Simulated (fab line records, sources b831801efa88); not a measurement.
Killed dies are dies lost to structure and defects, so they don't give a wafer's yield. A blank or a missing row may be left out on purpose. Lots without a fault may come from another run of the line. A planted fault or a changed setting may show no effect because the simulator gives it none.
Which tool did it? | flow gf180mcu | 11 lots, 33 wafers sampled, at 5 steps of a route of 602

WHAT THE GAUGES READ, wafer by wafer
GF_V5_RS_MEAS_24: measures by four-point-probe. Usual: V5_W_RS 0.3287 ohm/sq, standard deviation 0.003.
lot  | measured     | on            | V5_W_RS (ohm/sq)     | flag
L207 | day 28 10:55 | film_metro-03 | 0.3200 0.3260 0.3284 |
L206 | day 28 13:51 | film_metro-04 | 0.3270 0.3315 0.3336 |
L208 | day 28 14:44 | film_metro-04 | 0.3233 0.3290 0.3262 |
L211 | day 29 19:53 | film_metro-04 | 0.3324 0.3336 0.3295 |
L213 | day 30 07:19 | film_metro-04 | 0.3307 0.3305 0.3260 |
L215 | day 30 23:23 | film_metro-04 | 0.3286 0.3260 0.3277 |
L217 | day 31 14:59 | film_metro-01 | 0.3277 0.3275 0.3300 |
L218 | day 31 18:56 | film_metro-01 | 0.3639 0.3234 0.3609 | OFF
L219 | day 31 22:20 | film_metro-04 | 0.3644 0.3290 0.3664 | OFF
L220 | day 32 04:04 | film_metro-04 | 0.3309 0.3257 0.3240 |
L226 | day 33 18:28 | film_metro-01 | 0.3251 0.3280 0.3293 |

GF_V5_THK_MEAS_25: measures by xrf. Usual: V5_W_THK 343 nm, standard deviation 4.2.
lot  | measured     | on            | V5_W_THK (nm) | flag
L207 | day 28 11:02 | film_metro-03 | 352 346 345   |
L206 | day 28 13:58 | film_metro-04 | 345 342 340   |
L208 | day 28 14:50 | film_metro-04 | 349 343 346   |
L211 | day 29 19:59 | film_metro-04 | 337 337 344   |
L213 | day 30 07:26 | film_metro-04 | 343 344 349   |
L215 | day 30 23:29 | film_metro-04 | 345 348 346   |
L217 | day 31 15:06 | film_metro-01 | 346 344 343   |
L218 | day 31 19:03 | film_metro-01 | 310 347 313   | OFF
L219 | day 31 22:26 | film_metro-04 | 307 339 306   | OFF
L220 | day 32 04:11 | film_metro-04 | 339 346 348   |
L226 | day 33 18:35 | film_metro-01 | 347 341 341   |

WHICH TOOL RAN EACH LOT (tool, then ch and the chambers of the sampled wafers, then the start)
lot  | GF_V4_SPUTTER_21             | GF_V4_CVD_23                  | GF_V5_CVD_23
L207 | pvd_sputter-01, day 25 18:35 | cvd_w-02 ch 0,1, day 25 18:41 | cvd_w-02 ch 0,1, day 28 10:48
L206 | pvd_sputter-03, day 25 20:34 | cvd_w-01 ch 0,1, day 25 20:40 | cvd_w-01 ch 0,1, day 28 13:44
L208 | pvd_sputter-03, day 25 21:41 | cvd_w-01 ch 0,1, day 25 21:49 | cvd_w-01 ch 0,1, day 28 14:37
L211 | pvd_sputter-03, day 27 05:32 | cvd_w-02 ch 0,1, day 27 05:38 | cvd_w-02 ch 1, day 29 19:45
L213 | pvd_sputter-04, day 27 17:58 | cvd_w-01 ch 0,1, day 27 18:04 | cvd_w-02 ch 0,1, day 30 07:10
L215 | pvd_sputter-01, day 28 11:41 | cvd_w-02 ch 0,1, day 28 11:47 | cvd_w-01 ch 0,1, day 30 23:15
L217 | pvd_sputter-01, day 29 04:20 | cvd_w-02 ch 1, day 29 04:26   | cvd_w-02 ch 0, day 31 14:52
L218 | pvd_sputter-03, day 29 07:52 | cvd_w-01 ch 1, day 29 07:58   | cvd_w-02 ch 0,1, day 31 18:49
L219 | pvd_sputter-01, day 29 13:43 | cvd_w-02 ch 0,1, day 29 13:51 | cvd_w-02 ch 0,1, day 31 22:13
L220 | pvd_sputter-01, day 29 18:59 | cvd_w-02 ch 0,1, day 29 19:05 | cvd_w-01 ch 0,1, day 32 03:57
L226 | pvd_sputter-03, day 31 13:13 | cvd_w-01 ch 0,1, day 31 13:19 | cvd_w-01 ch 0,1, day 33 18:20
- GF_V4_SPUTTER_21: material Ti, target thk 15 nm, time 80.02 s.
- GF_V4_CVD_23: deposits W, target thk 350 nm, time 104.9 s.
- GF_V5_CVD_23: deposits W, target thk 350 nm, time 104.9 s.

WHAT THE TOOLS THEMSELVES READ (means of the sampled wafers that have a number; where no wafer has one, the mark that the record gives instead)
GF_V4_SPUTTER_21. Usual: substrate_temp_c 199.99 C, standard deviation 0.16; throttle_valve_pct 30.4 %, standard deviation 0.99.
lot  | tool           | substrate_temp_c (C) | throttle_valve_pct (%) | flag
L207 | pvd_sputter-01 | 199.98               | 30.5                   |
L206 | pvd_sputter-03 | 199.97               | 29.6                   |
L208 | pvd_sputter-03 | 199.98               | 30.8                   |
L211 | pvd_sputter-03 | 199.92               | 30.2                   |
L213 | pvd_sputter-04 | 199.93               | 29.3                   |
L215 | pvd_sputter-01 | 199.88               | 30.9                   |
L217 | pvd_sputter-01 | 200.08               | 31.0                   |
L218 | pvd_sputter-03 | 200.06               | 30.5                   |
L219 | pvd_sputter-01 | 200.00               | 30.4                   |
L220 | pvd_sputter-01 | 200.07               | 30.4                   |
L226 | pvd_sputter-03 | 200.03               | 29.7                   |

GF_V4_CVD_23. Usual: chamber_pressure_Torr 40.00 Torr, standard deviation 0.088; heater_power_outer_w 522 W, standard deviation 62; heater_power_w 883 W, standard deviation 73.
lot  | tool     | chamber_pressure_Torr (Torr) | heater_power_outer_w (W) | heater_power_w (W) | flag
L207 | cvd_w-02 | 39.98                        | 569                      | 931                |
L206 | cvd_w-01 | 39.95                        | 474                      | 806                |
L208 | cvd_w-01 | 40.02                        | 471                      | 807                |
L211 | cvd_w-02 | 39.91                        | 540                      | 926                |
L213 | cvd_w-01 | 39.91                        | 474                      | 817                |
L215 | cvd_w-02 | 40.12                        | 545                      | 934                |
L217 | cvd_w-02 | 40.08                        | 520                      | 939                |
L218 | cvd_w-01 | 40.05                        | 435                      | 771                |
L219 | cvd_w-02 | 40.03                        | 574                      | 959                |
L220 | cvd_w-02 | 40.06                        | 574                      | 936                |
L226 | cvd_w-01 | 39.95                        | 503                      | 849                |

GF_V5_CVD_23. Usual: chamber_pressure_Torr 40.01 Torr, standard deviation 0.086; heater_power_outer_w 528 W, standard deviation 63; heater_power_w 889 W, standard deviation 70.
lot  | tool     | chamber_pressure_Torr (Torr) | heater_power_outer_w (W) | heater_power_w (W) | flag
L207 | cvd_w-02 | 39.99                        | 548                      | 931                |
L206 | cvd_w-01 | 40.01                        | 469                      | 817                |
L208 | cvd_w-01 | 40.02                        | 474                      | 804                |
L211 | cvd_w-02 | 40.10                        | 522                      | 947                |
L213 | cvd_w-02 | 40.04                        | 570                      | 942                |
L215 | cvd_w-01 | 40.03                        | 507                      | 857                |
L217 | cvd_w-02 | 40.05                        | 609                      | 966                |
L218 | cvd_w-02 | 35.22                        | 547                      | 941                | OFF
L219 | cvd_w-02 | 35.30                        | 545                      | 936                | OFF
L220 | cvd_w-01 | 40.03                        | 515                      | 837                |
L226 | cvd_w-01 | 40.01                        | 477                      | 813                |

THE ANSWER, worked out from the rows above alone
Rule: a lot is off if the mean of its wafers that have a number lies more than 3 standard deviations from the usual mean. A lot without any number at a reading at which 4 lots or more have one is off too. The other lots that the step has rows for count as sound. The gauges are gone through in route order, then the tools' own readings, and for those a lot's mean is taken as printed above. The first step at which some lot is off is used, and at that step the reading that is off furthest; a lot without a number counts as furthest.
Off: L218, L219, at GF_V5_RS_MEAS_24 (V5_W_RS).
A tool fits if, at a process step before that reading, it ran every lot that is off, and no sound lot after the first of them. The gauges at GF_V5_RS_MEAS_24 aren't tried: what is off there is off at GF_V5_CVD_23 too, on other tools, and a gauge's error can't cause that. One fits: cvd_w-02 at GF_V5_CVD_23. Its last sound lot is L217 (day 31 14:52), its first lot that is off L218 (day 31 18:49): a fault that began between those two fits.
The tool's own readings at GF_V5_CVD_23 bear it out: on the lots that are off they differ by more than 5 times the standard deviation of the sound lots' means. chamber_pressure_Torr reads 35.26 Torr there against 40.03 Torr on the sound lots.

WHAT THE SIMULATOR HAD PUT IN
Process parameter drift: cvd_w-02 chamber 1, from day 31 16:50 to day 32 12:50, at GF_V5_CVD_23. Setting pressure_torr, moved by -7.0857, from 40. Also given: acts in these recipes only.
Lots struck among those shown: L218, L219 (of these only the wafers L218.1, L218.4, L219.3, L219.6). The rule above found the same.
